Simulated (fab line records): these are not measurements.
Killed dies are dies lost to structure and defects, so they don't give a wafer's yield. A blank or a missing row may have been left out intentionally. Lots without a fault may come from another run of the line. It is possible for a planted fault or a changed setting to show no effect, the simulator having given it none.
fab line records | flow sky130
[record] lots = 24 wafers = 72 lastDay = 50
route steps=708 shown VIA1@461 METAL2@487 METAL4@602 METAL5@663
lots untouched by any fault: they come from a run of this same line in which no faults occurred
startH: the number of hours between the record's first day and the start of the first shown wafer of the lot | waitH: hours from the lot's prior step to this one | " unchanged from the row above | L1.1+2: a row that stands for several wafers | - no value, or no start given | * or withheld: withheld | < > ~ a bound
route shown NAME@n: names a module that has steps shown in the file, with the first one's number in the route | usual: mean/standard deviation taken from wafers without a fault | same: alike in all rows | chamber/n: place in a boat | sites: the reading at each site | _std_site: how widely they spread, as a standard deviation | _edge_site: the outer-site mean with the inner-site mean subtracted | radiusMm: for every site, how far away it sits from the centre of the wafer | mask NAME#n: copy n | behind: tool/chamber where the wafer was last shaped | hold: cause of the lot's hold/its duration in hours/its outcome | device: which transistor (n, p or np) failed to switch | end of line: at the end of the route, the tests of the same wafers | a step given without rows: its recipe and nothing more | killed: not the wafer's yield, but the dies lost to structure and defects at the first sort | map: dies across one wafer; x = killed, . = not, _ = none there
set.NAME: setting as actually run; set.NAME@STEP: the setting as run at that earlier step | model.NAME: the simulator's own value behind a step, which no gauge read
route steps across a sampled set of lots; one table per step, one row per wafer
services: when a tool's chamber went out of use (startH, in hours from the record's first day, below 0 if earlier), for how many hours, and the reason
[[steps]]
[step SKY_VIA1_BOW_MEAS_03]
[recipe] mode = bow
[usual] VIA1_BOW = 80/6.5
// columns lot.wafer tool chamber startH waitH VIA1_BOW[um]
L074.1 filmMetro-04 - 747.89 0.1 77
L074.4 " - " " 78
L074.6 " - " " 70
L075.2 filmMetro-04 - 769.05 0.1 83
L075.3 " - " " 81
L075.6 " - " " 82
L076.1 filmMetro-04 - 770.47 0.1 75
L076.2 " - " " 84
L076.5 " - " " 84
L077.2 filmMetro-04 - 780.66 0.3 91
L077.3 " - " " 74
L077.4 " - " " 72
L078.2 filmMetro-03 - 812.01 0.2 82
L078.5 " - " " 82
L078.6 " - " " 77
L079.1 filmMetro-03 - 818.83 0.2 83
L079.3 " - " " 74
L079.6 " - " " 88
L080.1 filmMetro-02 - 820.45 0.1 86
L080.2 " - " " 80
L080.3 " - " " 69
L081.2 filmMetro-04 - 821.17 0.2 84
L081.4 " - " " 75
L081.5 " - " " 75
L082.1 filmMetro-03 - 825.49 0.2 78
L082.2 " - " " 79
L082.5 " - " " 100
L083.3 filmMetro-03 - 833.67 0.1 77
L083.4 " - " " 84
L083.6 " - " " 79
L085.1 filmMetro-03 - 843.56 0.1 82
L085.3 " - " " 73
L085.4 " - " " 74
L084.2 filmMetro-03 - 846.06 0.1 67
L084.3 " - " " 81
L084.4 " - " " 78
L086.1 filmMetro-03 - 850.73 0.1 88
L086.4 " - " " 90
L086.6 " - " " 85
L087.2 filmMetro-03 - 859.84 0.1 68
L087.5 " - " " 83
L087.6 " - " " 72
L088.1 filmMetro-04 - 865.92 0.1 83
L088.3 " - " " 77
L088.5 " - " " 84
L090.1 filmMetro-04 - 896.76 0.1 87
L090.4 " - " " 78
L090.6 " - " " 86
L091.1 filmMetro-03 - 900.79 0.2 81
L091.2 " - " " 89
L091.4 " - " " 73
L089.2 filmMetro-04 - 904.36 0.1 76
L089.4 " - " " 69
L089.5 " - " " 83
L092.1 filmMetro-02 - 904.93 0.1 81
L092.3 " - " " 70
L092.5 " - " " 84
L093.3 filmMetro-04 - 907.14 0.3 74
L093.4 " - " " 75
L093.6 " - " " 81
L094.1 filmMetro-02 - 925.23 0.2 83
L094.5 " - " " 65
L094.6 " - " " 76
L095.1 filmMetro-03 - 935.44 0.2 85
L095.2 " - " " 88
L095.4 " - " " 75
L097.2 filmMetro-02 - 936.41 0.1 86
L097.3 " - " " 80
L097.6 " - " " 79
L096.1 filmMetro-03 - 940.62 0.1 84
L096.2 " - " " 76
L096.3 " - " " 82
[step SKY_METAL2_SPUTTER_04]
[recipe] material = TiN targetThkNm = 70 powerW = 6500 timeS = 58.3 chamberPressurePa = 0.4
[usual] throttleValvePct = 29.9/1.1
[same] timeS = 58.3
// columns lot.wafer tool chamber startH waitH throttleValvePct
L074.1 pvdSputter-03 - 775.78 0.0 28.4
L074.4 " - " " 28.6
L074.6 " - " " 28.3
L075.2 pvdSputter-04 - 796.59 0.0 28.6
L075.3 " - " " 29.4
L075.6 " - " " 30.5
L076.1 pvdSputter-03 - 798.49 0.0 30.0
L076.2 " - " " 29.0
L076.5 " - " " 28.9
L077.2 pvdSputter-04 - 808.26 0.0 29.5
L077.3 " - " " 29.3
L077.4 " - " " 30.6
L078.2 pvdSputter-02 - 839.44 0.0 32.0
L078.5 " - " " 30.0
L078.6 " - " " 32.3
L079.1 pvdSputter-03 - 845.84 0.0 30.1
L079.3 " - " " 28.1
L079.6 " - " " 28.1
L080.1 pvdSputter-03 - 847.80 0.0 28.5
L080.2 " - " " 29.8
L080.3 " - " " 30.1
L081.2 pvdSputter-02 - 848.93 0.0 29.8
L081.4 " - " " 30.2
L081.5 " - " " 32.5
L082.1 pvdSputter-02 - 852.98 0.0 30.0
L082.2 " - " " 32.5
L082.5 " - " " 32.1
L083.3 pvdSputter-04 - 860.73 0.0 30.7
L083.4 " - " " 29.5
L083.6 " - " " 29.2
L085.1 pvdSputter-03 - 870.53 0.0 28.5
L085.3 " - " " 27.9
L085.4 " - " " 30.3
L084.2 pvdSputter-02 - 874.68 0.0 30.2
L084.3 " - " " 29.9
L084.4 " - " " 32.4
L086.1 pvdSputter-04 - 877.78 0.0 29.5
L086.4 " - " " 30.8
L086.6 " - " " 30.8
L087.2 pvdSputter-03 - 886.78 0.0 28.8
L087.5 " - " " 29.1
L087.6 " - " " 30.2
L088.1 pvdSputter-04 - 893.60 0.0 29.3
L088.3 " - " " 29.5
L088.5 " - " " 29.5
L090.1 pvdSputter-02 - 922.70 0.0 29.9
L090.4 " - " " 30.0
L090.6 " - " " 29.7
L091.1 pvdSputter-04 - 927.22 0.0 29.0
L091.2 " - " " 30.8
L091.4 " - " " 29.8
L089.2 pvdSputter-03 - 931.76 0.0 29.7
L089.4 " - " " 30.1
L089.5 " - " " 30.1
L092.1 pvdSputter-04 - 931.97 0.0 28.7
L092.3 " - " " 29.4
L092.5 " - " " 29.2
L093.3 pvdSputter-03 - 933.62 0.0 28.9
L093.4 " - " " 28.3
L093.6 " - " " 30.2
L094.1 pvdSputter-02 - 953.53 1.5 32.2
L094.5 " - " " 30.0
L094.6 " - " " 29.9
L095.1 pvdSputter-02 - 960.79 0.0 29.7
L095.2 " - " " 30.0
L095.4 " - " " 32.3
L097.2 pvdSputter-04 - 961.72 0.0 30.6
L097.3 " - " " 29.4
L097.6 " - " " 29.3
L096.1 pvdSputter-02 - 966.37 0.0 30.0
L096.2 " - " " 30.3
L096.3 " - " " 32.5
[step SKY_METAL2_STRIP_20]
[recipe] chemistry = O2/N2 powerW = 1400 pressureMtorr = 1500 platenTempC = withheld o2FlowSccm = 3000 n2FlowSccm = 300 overashFraction = 0.5
[usual] drypumpMotorCurrentA = 5.8/0.35 n2FlowSccm = 300.1/0.97 oesProductAu = 0.344/0.0047 stripTimeToEndpointS = 2.70/0.032
// columns lot.wafer tool chamber startH waitH drypumpMotorCurrentA n2FlowSccm oesProductAu rfHoursCounterH stripTimeToEndpointS
L074.1 plasmaAsher-04 1 802.80 0.1 6.0 299.3 0.341 6 2.66
L074.4 " 0 " " 6.1 299.8 0.337 - 2.70
L074.6 " 0 " " 6.1 300.3 0.350 - 2.69
L075.2 plasmaAsher-03 1 823.50 0.1 5.8 300.0 0.344 98 2.71
L075.3 " 1 " " 5.8 299.6 0.339 - 2.72
L075.6 " 1 " " 5.8 299.0 0.350 - 2.66
L076.1 plasmaAsher-03 0 826.08 0.1 5.5 299.6 0.341 98 2.75
L076.2 " 1 " " 5.7 299.9 0.342 98 2.70
L076.5 " 0 " " 5.5 299.2 0.340 - 2.73
L077.2 plasmaAsher-04 0 834.98 0.1 6.1 299.1 0.340 9 2.73
L077.3 " 0 " " 6.1 298.6 0.338 - 2.75
L077.4 " 1 " " 6.0 299.2 0.334 - 2.73
L078.2 plasmaAsher-04 0 865.53 0.1 6.1 299.0 0.348 13 2.67
L078.5 " 0 " " 6.1 299.2 0.336 - 2.69
L078.6 " 1 " " 6.0 299.2 0.354 - 2.71
L079.1 plasmaAsher-04 0 872.03 0.1 6.1 302.8 0.338 14 2.72
L079.3 " 1 " " 6.0 301.5 0.347 - 2.66
L079.6 " 0 " " 6.1 300.9 0.347 - 2.68
L080.1 plasmaAsher-04 1 874.20 0.1 6.0 299.2 0.345 14 2.67
L080.2 " 0 " " 6.1 297.9 0.341 14 2.68
L080.3 " 0 " " 6.1 300.1 0.337 - 2.67
L081.2 plasmaAsher-02 0 875.48 0.1 5.0 300.4 0.348 76 2.70
L081.4 " 0 " " 5.0 301.9 0.335 - 2.72
L081.5 " 1 " " 5.6 299.9 0.338 - 2.66
L082.1 plasmaAsher-04 0 879.28 0.1 6.1 301.5 0.336 14 2.65
L082.2 " 1 " " 6.0 298.1 0.336 14 2.72
L082.5 " 0 " " 6.1 302.8 0.343 - 2.73
L083.3 plasmaAsher-03 1 888.06 0.1 5.7 299.8 0.341 - 2.72
L083.4 " 0 " " 5.5 299.9 0.352 - 2.70
L083.6 " 1 " " 5.7 300.6 0.352 - 2.71
L085.1 plasmaAsher-03 1 895.25 0.1 5.7 300.5 0.347 104 2.72
L085.3 " 0 " " 5.5 298.9 0.339 - 2.66
L085.4 " 1 " " 5.7 299.7 0.346 - 2.69
L084.2 plasmaAsher-03 1 900.95 0.1 5.8 299.5 0.349 105 2.71
L084.3 " 1 " " 5.7 299.7 0.345 - 2.69
L084.4 " 0 " " 5.5 300.1 0.348 - 2.72
L086.1 plasmaAsher-03 0 904.08 0.1 5.5 300.1 0.334 105 2.70
L086.4 " 1 " " 5.7 300.1 0.346 - 2.68
L086.6 " 0 " " 5.5 300.1 0.347 - 2.66
L087.2 plasmaAsher-02 0 912.86 0.1 4.9 299.8 0.342 80 2.71
L087.5 " 0 " " 5.0 299.3 0.354 - 2.71
L087.6 " 1 " " 5.6 299.8 0.345 - 2.71
L088.1 plasmaAsher-02 1 919.14 0.1 5.6 299.7 0.347 81 2.72
L088.3 " 0 " " 4.9 299.8 0.347 - 2.72
L088.5 " 1 " " 5.6 300.9 0.337 - 2.71
L090.1 plasmaAsher-04 1 947.26 0.1 6.0 300.5 0.344 19 2.76
L090.4 " 1 " " 6.0 299.1 0.344 - 2.71
L090.6 " 1 " " 6.0 299.6 0.346 - 2.76
L091.1 plasmaAsher-04 0 951.78 0.1 6.1 301.9 0.346 20 2.74
L091.2 " 1 " " 6.0 300.8 0.345 20 2.73
L091.4 " 1 " " 6.0 299.8 0.341 - 2.74
L089.2 plasmaAsher-04 0 956.61 0.1 6.1 300.4 0.351 20 2.74
L089.4 " 0 " " 6.1 301.1 0.348 - 2.74
L089.5 " 0 " " 6.1 300.5 0.348 - 2.76
L092.1 plasmaAsher-02 0 956.78 0.1 5.0 300.6 0.343 85 2.74
L092.3 " 0 " " 5.0 300.9 0.338 - 2.74
L092.5 " 0 " " 5.0 299.9 0.351 - 2.75
L093.3 plasmaAsher-04 1 958.36 0.1 6.0 301.2 0.346 - 2.73
L093.4 " 0 " " 6.1 299.6 0.345 - 2.72
L093.6 " 1 " " 6.0 299.7 0.353 - 2.72
L094.1 plasmaAsher-04 0 978.45 0.1 6.1 300.5 0.340 22 2.70
L094.5 " 0 " " 6.1 300.1 0.346 - 2.70
L094.6 " 1 " " 6.0 299.0 0.339 - 2.69
L095.1 plasmaAsher-04 0 985.88 0.1 6.1 299.2 0.341 23 2.74
L095.2 " 1 " " 6.0 299.3 0.343 23 2.72
L095.4 " 1 " " 6.0 299.2 0.346 - 2.77
L097.2 plasmaAsher-03 1 986.20 0.1 5.7 301.2 0.337 115 2.66
L097.3 " 1 " " 5.8 299.4 0.342 - 2.67
L097.6 " 1 " " 5.8 299.4 0.348 - 2.71
L096.1 plasmaAsher-02 1 990.78 0.1 5.6 301.8 0.350 88 2.66
L096.2 " 0 " " 5.0 300.1 0.342 88 2.73
L096.3 " 1 " " 5.6 301.2 0.337 - 2.68
[step SKY_METAL4_SPUTTER_04]
[recipe] material = TiN targetThkNm = 70 powerW = 6500 timeS = 58.3 chamberPressurePa = 0.4
[usual] throttleValvePct = 30.0/0.98
[same] timeS = 58.3
// columns lot.wafer tool chamber startH waitH throttleValvePct
L074.1 pvdSputter-03 - 911.79 0.0 28.4
L074.4 " - " " 29.9
L074.6 " - " " 28.1
L075.2 pvdSputter-01 - 932.08 0.0 28.9
L075.3 " - " " 29.7
L075.6 " - " " 29.8
L076.1 pvdSputter-02 - 934.25 0.0 30.0
L076.2 " - " " 30.5
L076.5 " - " " 30.2
L077.2 pvdSputter-01 - 941.75 0.0 29.9
L077.3 " - " " 29.0
L077.4 " - " " 30.4
L078.2 pvdSputter-01 - 971.37 0.0 29.1
L078.5 " - " " 29.7
L078.6 " - " " 30.4
L079.1 pvdSputter-02 - 979.38 0.0 29.9
L079.3 " - " " 32.2
L079.6 " - " " 30.0
L080.1 pvdSputter-03 - 980.49 0.0 29.9
L080.2 " - " " 30.3
L080.3 " - " " 28.2
L081.2 pvdSputter-02 - 984.17 0.0 29.9
L081.4 " - " " 32.0
L081.5 " - " " 30.2
L082.1 pvdSputter-01 - 984.25 0.0 30.6
L082.2 " - " " 29.6
L082.5 " - " " 28.7
L083.3 pvdSputter-01 - 992.81 0.0 29.0
L083.4 " - " " 29.7
L083.6 " - " " 28.9
L085.1 pvdSputter-01 - 998.10 0.0 29.5
L085.3 " - " " 29.7
L085.4 " - " " 29.5
L084.2 pvdSputter-02 - 1004.43 0.0 32.3
L084.3 " - " " 29.9
L084.4 " - " " 29.8
L086.1 pvdSputter-03 - 1008.43 0.0 29.8
L086.4 " - " " 27.9
L086.6 " - " " 28.4
L087.2 pvdSputter-01 - 1014.36 0.0 29.4
L087.5 " - " " 28.8
L087.6 " - " " 29.5
L088.1 pvdSputter-02 - 1025.48 0.0 29.9
L088.3 " - " " 30.3
L088.5 " - " " 32.5
L090.1 pvdSputter-02 - 1045.33 0.0 29.8
L090.4 " - " " 29.9
L090.6 " - " " 29.8
L091.1 pvdSputter-02 - 1051.02 0.0 29.7
L091.2 " - " " 31.9
L091.4 " - " " 30.1
L089.2 pvdSputter-02 - 1056.36 0.0 30.2
L089.4 " - " " 32.4
L089.5 " - " " 30.3
L092.1 pvdSputter-02 - 1057.01 0.0 29.9
L092.3 " - " " 32.5
L092.5 " - " " 29.9
L093.3 pvdSputter-03 - 1058.01 0.0 30.3
L093.4 " - " " 28.9
L093.6 " - " " 28.0
L094.1 pvdSputter-02 - 1074.71 0.0 30.1
L094.5 " - " " 30.0
L094.6 " - " " 30.4
L097.2 pvdSputter-03 - 1080.55 0.0 29.0
L097.3 " - " " 28.2
L097.6 " - " " 29.9
L095.1 pvdSputter-01 - 1081.55 0.0 29.7
L095.2 " - " " 30.6
L095.4 " - " " 29.5
L096.1 pvdSputter-02 - 1086.06 0.0 30.3
L096.2 " - " " 32.3
L096.3 " - " " 30.1
[step SKY_METAL4_DESCUM_15]
[recipe] chemistry = O2 sourcePowerW = 150 biasPowerW = 0 pressureMtorr = 10 tempC = 40 timeS = 8
[usual] drypumpMotorCurrentA = 5.44/0.23 heBacksideLeakSccm = 3.40/0.23 oesProductAu = 0.999/0.0065
[same] timeS = 8
// columns lot.wafer tool chamber startH waitH drypumpMotorCurrentA heBacksideLeakSccm oesProductAu rfHoursCounterH
L074.1 rieMetal-02 0 961.29 0.0 6.01 3.13 1.019 17
L074.4 " 0 " " 6.01 3.16 1.008 -
L074.6 " 0 " " 5.99 3.23 1.003 -
L075.2 rieMetal-04 1 982.54 0.0 5.25 3.12 1.000 17
L075.3 " 1 " " 5.25 3.46 1.007 -
L075.6 " 1 " " 5.25 3.18 1.004 -
L076.1 rieMetal-04 1 983.89 0.0 5.22 2.97 0.994 17
L076.2 " 0 " " 5.64 3.48 1.010 4
L076.5 " 0 " " 5.67 3.47 1.003 -
L077.2 rieMetal-04 1 990.33 0.0 5.25 3.26 0.989 17
L077.3 " 1 " " 5.26 3.08 0.997 -
L077.4 " 0 " " 5.65 3.64 0.997 -
L078.2 rieMetal-03 0 1017.59 0.0 5.56 3.35 1.004 3
L078.5 " 1 " " 5.28 3.64 0.996 -
L078.6 " 0 " " 5.57 3.36 0.990 -
L079.1 rieMetal-03 0 1025.69 0.0 5.56 3.30 0.999 3
L079.3 " 0 " " 5.57 3.33 0.989 -
L079.6 " 1 " " 5.28 3.20 0.993 -
L080.1 rieMetal-04 0 1027.18 0.0 5.67 3.33 0.998 6
L080.2 " 1 " " 5.24 3.05 0.993 19
L080.3 " 1 " " 5.24 2.92 1.000 -
L081.2 rieMetal-03 1 1030.09 0.0 5.27 3.56 0.993 19
L081.4 " 1 " " 5.30 3.55 0.988 -
L081.5 " 0 " " 5.55 3.41 1.007 -
L082.1 rieMetal-02 0 1031.04 0.0 6.01 3.04 1.003 20
L082.2 " 1 " " 5.23 3.60 0.989 18
L082.5 " 0 " " 6.01 3.32 1.002 -
L083.3 rieMetal-03 0 1039.15 0.0 5.55 3.26 1.002 -
L083.4 " 1 " " 5.28 3.90 0.997 -
L083.6 " 1 " " 5.30 3.70 0.991 -
L085.1 rieMetal-04 0 1042.98 0.0 5.65 3.68 1.004 7
L085.3 " 0 " " 5.65 3.52 1.002 -
L085.4 " 1 " " 5.23 3.27 1.000 -
L084.2 rieMetal-03 1 1050.54 0.0 5.32 3.51 0.993 20
L084.3 " 0 " " 5.56 3.26 0.999 -
L084.4 " 1 " " 5.33 3.71 0.990 -
L086.1 rieMetal-02 1 1054.19 0.0 5.22 3.55 1.000 20
L086.4 " 1 " " 5.22 3.36 0.994 -
L086.6 " 1 " " 5.21 3.61 1.002 -
L087.2 rieMetal-02 1 1059.60 0.0 5.20 3.58 0.995 -
L087.5 " 1 " " 5.21 3.46 0.997 -
L087.6 " 1 " " 5.20 3.39 1.002 -
L088.1 rieMetal-03 1 1069.06 0.0 5.31 3.60 1.009 21
L088.3 " 1 " " 5.30 3.87 0.994 -
L088.5 " 1 " " 5.30 3.74 0.998 -
L090.1 rieMetal-03 1 1088.09 0.0 5.30 3.56 1.014 23
L090.4 " 1 " " 5.32 3.76 1.004 -
L090.6 " 1 " " 5.29 3.61 1.003 -
L091.1 rieMetal-03 0 1093.49 0.0 5.56 3.30 1.005 8
L091.2 " 1 " " 5.29 3.87 1.002 23
L091.4 " 0 " " 5.57 3.21 1.007 -
L089.2 rieMetal-02 1 1097.99 0.0 5.21 3.38 1.002 24
L089.4 " 1 " " 5.22 3.27 0.997 -
L089.5 " 0 " " 5.99 3.13 0.996 -
L092.1 rieMetal-03 0 1099.59 0.0 5.55 3.25 0.993 8
L092.3 " 0 " " 5.56 3.17 0.997 -
L092.5 " 0 " " 5.57 3.25 0.998 -
L093.3 rieMetal-04 0 1100.15 0.0 5.66 3.63 1.001 -
L093.4 " 1 " " 5.24 3.22 0.998 -
L093.6 " 1 " " 5.25 3.42 0.993 -
L094.1 rieMetal-04 0 1115.94 0.0 5.67 3.66 1.001 13
L094.5 " 1 " " 5.24 2.94 1.003 -
L094.6 " 0 " " 5.65 3.84 1.011 -
L097.2 rieMetal-03 0 1121.64 0.0 5.58 3.37 0.998 10
L097.3 " 0 " " 5.57 3.25 0.991 -
L097.6 " 0 " " 5.57 3.30 0.992 -
L095.1 rieMetal-04 0 1122.79 0.0 5.65 3.48 1.008 13
L095.2 " 1 " " 5.22 3.08 0.992 27
L095.4 " 1 " " 5.20 3.25 1.009 -
L096.1 rieMetal-04 0 1127.59 0.0 5.66 3.39 0.996 14
L096.2 " 1 " " 5.25 2.98 1.003 27
L096.3 " 0 " " 5.66 3.32 1.005 -
[step SKY_METAL5_SPUTTER_02]
[recipe] material = AlCu targetThkNm = 1150 powerW = 10600 timeS = 61.2 chamberPressurePa = 0.4
[usual] throttleValvePct = 29.7/0.85
[same] timeS = 61.2
// columns lot.wafer tool chamber startH waitH throttleValvePct
L074.1 pvdSputter-04 - 988.11 0.0 28.9
L074.4 " - " " 30.7
L074.6 " - " " 30.5
L075.2 pvdSputter-04 - 1007.90 0.0 28.9
L075.3 " - " " 29.4
L075.6 " - " " 30.9
L076.1 pvdSputter-02 - 1009.44 0.0 30.2
L076.2 " - " " 29.8
L076.5 " - " " 32.0
L077.2 pvdSputter-04 - 1015.73 0.0 29.3
L077.3 " - " " 30.6
L077.4 " - " " 28.4
L078.2 pvdSputter-03 - 1042.86 0.0 30.1
L078.5 " - " " 28.7
L078.6 " - " " 29.9
L079.1 pvdSputter-03 - 1050.66 0.0 29.9
L079.3 " - " " 28.3
L079.6 " - " " 28.9
L080.1 pvdSputter-04 - 1052.07 0.0 28.6
L080.2 " - " " 29.4
L080.3 " - " " 29.7
L081.2 pvdSputter-04 - 1054.60 0.0 30.7
L081.4 " - " " 29.7
L081.5 " - " " 30.9
L082.1 pvdSputter-04 - 1055.68 0.0 30.6
L082.2 " - " " 29.5
L082.5 " - " " 29.7
L083.3 pvdSputter-04 - 1063.49 0.0 28.7
L083.4 " - " " 29.2
L083.6 " - " " 30.4
L085.1 pvdSputter-04 - 1067.01 0.0 30.5
L085.3 " - " " 29.0
L085.4 " - " " 30.5
L084.2 pvdSputter-04 - 1074.82 0.0 28.8
L084.3 " - " " 29.2
L084.4 " - " " 30.4
L086.1 pvdSputter-04 - 1078.29 0.0 29.2
L086.4 " - " " 28.8
L086.6 " - " " 29.4
L087.2 pvdSputter-02 - 1083.33 0.0 32.0
L087.5 " - " " 32.5
L087.6 " - " " 30.0
L088.1 pvdSputter-04 - 1091.68 0.0 28.6
L088.3 " - " " 30.7
L088.5 " - " " 30.4
L090.1 pvdSputter-02 - 1111.37 0.0 30.1
L090.4 " - " " 30.0
L090.6 " - " " 30.1
L091.1 pvdSputter-02 - 1116.59 0.0 32.1
L091.2 " - " " 30.0
L091.4 " - " " 30.4
L089.2 pvdSputter-04 - 1121.12 0.0 30.9
L089.4 " - " " 29.3
L089.5 " - " " 30.5
L092.1 pvdSputter-04 - 1122.31 0.0 28.9
L092.3 " - " " 29.1
L092.5 " - " " 29.5
L093.3 pvdSputter-03 - 1122.92 0.0 29.9
L093.4 " - " " 30.1
L093.6 " - " " 29.0
L094.1 pvdSputter-04 - 1138.03 0.0 28.7
L094.5 " - " " 29.5
L094.6 " - " " 28.9
L097.2 pvdSputter-04 - 1143.65 0.0 28.8
L097.3 " - " " 29.7
L097.6 " - " " 29.5
L095.1 pvdSputter-03 - 1143.92 0.0 28.8
L095.2 " - " " 28.0
L095.4 " - " " 30.3
L096.1 pvdSputter-04 - 1148.60 0.0 29.6
L096.2 " - " " 30.7
L096.3 " - " " 28.7
[[services]]
// columns tool chamber startH hours kind
plasmaAsher-02 - 751.82 0.6 repair
plasmaAsher-03 - 768.52 0.8 repair
rieMetal-02 0 777.84 17.2 repair
pvdSputter-02 - 828.11 2.0 repair
plasmaAsher-03 - 834.24 7.6 repair
plasmaAsher-03 - 865.08 4.4 repair
plasmaAsher-02 - 869.48 2.8 pm
rieMetal-02 - 880.37 0.1 repair
pvdSputter-02 - 880.78 6.8 repair
rieMetal-04 - 884.68 2.8 pm
pvdSputter-01 - 886.78 1.3 repair
rieMetal-03 - 911.09 14.6 pm
plasmaAsher-04 - 923.37 15.6 pm
rieMetal-02 - 957.84 0.3 repair
plasmaAsher-02 - 975.85 6.1 repair
pvdSputter-03 - 991.75 2.1 repair
pvdSputter-01 - 1008.20 1.7 repair
plasmaAsher-03 - 1055.28 9.0 pm
pvdSputter-01 - 1070.65 1.8 repair
plasmaAsher-04 - 1107.47 4.0 pm
pvdSputter-04 - 1107.82 2.6 repair
rieMetal-03 - 1132.11 1.0 repair
rieMetal-04 0 1137.08 10.1 repair
pvdSputter-03 - 1145.38 1.4 repair
[[key]]
fault none
